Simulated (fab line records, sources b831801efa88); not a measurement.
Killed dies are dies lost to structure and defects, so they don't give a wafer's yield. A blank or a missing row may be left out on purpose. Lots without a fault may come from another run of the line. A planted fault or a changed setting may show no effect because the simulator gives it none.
Which tool did it? | flow sky130 | 6 lots, 18 wafers sampled, at 1 step of a route of 708

WHAT THE GAUGES READ, wafer by wafer
SKY_FIELD_ISO_THK_MEAS_04.
lot  | measured    | on            | FIELD_ISO_CVD_03_THK (nm)
L354 | day 1 18:29 | film_metro-02 | 164.8 165.1 167.0
L358 | day 2 18:15 | film_metro-02 | 165.3 165.2 164.5
L361 | day 3 06:44 | film_metro-02 | 166.9 166.2 166.8
L367 | day 4 12:40 | film_metro-02 | 164.2 164.4 164.3
L371 | day 5 08:19 | film_metro-01 | 168.4 168.0 166.9
L375 | day 6 04:23 | film_metro-04 | 165.2 164.4 165.6

WHICH TOOL RAN EACH LOT (tool, then ch and the chambers of the sampled wafers, then the start)
The record holds no process step before these readings.

THE ANSWER, worked out from the rows above alone
Rule: what is usual is taken from the lots themselves. Put in order of their means at a reading, lots are off if they are a third of the lots or fewer, leave a main group of 4 or more, and stand apart from it by a gap of 3 or more times the standard deviation of the main group's means; of several such gaps the widest counts. A main group whose means are all the same, to the digits that the tables above print for the reading, isn't used. A lot without any number at a reading at which 4 lots or more have one is off too. The other lots that the step has rows for count as sound.
No lot is off at any reading shown: from this, nothing can be told.

WHAT THE SIMULATOR HAD PUT IN
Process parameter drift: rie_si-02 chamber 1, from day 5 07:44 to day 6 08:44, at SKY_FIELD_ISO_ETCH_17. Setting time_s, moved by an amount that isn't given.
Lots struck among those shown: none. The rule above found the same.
